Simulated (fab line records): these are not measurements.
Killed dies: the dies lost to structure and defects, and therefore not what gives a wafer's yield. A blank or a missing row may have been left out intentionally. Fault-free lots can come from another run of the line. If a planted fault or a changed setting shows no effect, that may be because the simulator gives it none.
A lot that was struck, set against a sound lot :: flow sky130 :: 15 steps out of a route of 708
Sound: wafers L611.2, L611.3, L611.6. The struck wafers were L615.2, L615.5, L615.6. The cause is named last.
Each step with rows lists, per side, the tool, then ch with its chambers, then its first start. Under that, the readings that differ: sound wafers :: struck wafers :: difference of the means :: sigmas: that difference in standard deviations of wafers without a fault.
alike: words and numbers the same on both sides, and readings whose means are apart by under 2 such deviations; not compared: readings that were withheld, readings missing a value for some wafer, numbers with overlapping values and no deviation given by the record, and bounds like >300 which may hide the same value.
The two part at a step that has a row with sigmas, a row that says differs or no value, or rows on one side only. When numbers do not overlap yet have no deviation, they are printed without sigmas and do not part them. A reading missing from all wafers of one side parts the sides only when that side holds two or more wafers.

SKY_LDD_P_OVL_MEAS_08:
  struck on overlay-02, day 24 05:29; sound on overlay-02, day 24 00:59
  alike: LDD_P_OVL
then, 1 step without rows for these wafers: SKY_LDD_P_IMPLANT_09.
SKY_LDD_P_STRIP_10: strips in O2/N2.
  sound on plasma_asher-03 ch 0,1, day 24 01:10; struck on plasma_asher-01 ch 0,1, day 24 05:40
reading: strip_time_to_endpoint_s (s)
sound: 14.26 14.26 14.21
struck: 14.09 14.14 14.08
difference: -0.14
sigmas: -3
  alike: drypump_motor_current_A, oes_product_au
  not compared: rf_hours_counter_h
SKY_LDD_P_TW_MEAS_11:
  struck on film_metro-02, day 24 05:47; sound on film_metro-02, day 24 01:16
  alike: LDD_P_TW
then, 7 steps without rows for these wafers: SKY_LDD_HVN_DEHYDRATE_00 (time 60 s); SKY_LDD_HVN_HMDS_01 (prime time 60 s); SKY_LDD_HVN_COAT_02 (resist thk 300 nm); SKY_LDD_HVN_SOFTBAKE_03 (time 60 s); SKY_LDD_HVN_EXPOSE_04 (exposes mask HVNTM, target cd 700 nm); SKY_LDD_HVN_PEB_05; SKY_LDD_HVN_DEVELOP_06 (develop time 60 s).
SKY_LDD_HVN_OVL_MEAS_07:
  struck on overlay-02, day 25 11:26; sound on overlay-01, day 25 06:59
  alike: LDD_HVN_OVL
SKY_LDD_HVN_IMPLANT_08:
  struck on implanter-01, day 25 11:30; sound on implanter-04 ch 0, day 25 07:03
  no value came back on the struck wafers for beam_energy_keV, beam_on_s (s), faraday_current_uA; on the sound wafers beam_energy_keV reads 59.989 59.991 59.995
SKY_LDD_HVN_STRIP_09: strips in O2/N2.
  sound on plasma_asher-02 ch 0, day 25 07:10; struck on plasma_asher-02 ch 0,1, day 25 11:37
  alike: drypump_motor_current_A, oes_product_au, strip_time_to_endpoint_s
  not compared: rf_hours_counter_h
SKY_LDD_HVN_TW_MEAS_10:
  struck on film_metro-02, day 25 11:44; sound on film_metro-02, day 25 07:17
reading: LDD_HVN_TW
sound: 1449 1449 1445
struck: 30 30 30
difference: -1418
sigmas: -99 or more

WHERE THEY PART
First at SKY_LDD_P_STRIP_10; last, within this record, at SKY_LDD_HVN_TW_MEAS_10.

WHY: whatever the simulator had introduced
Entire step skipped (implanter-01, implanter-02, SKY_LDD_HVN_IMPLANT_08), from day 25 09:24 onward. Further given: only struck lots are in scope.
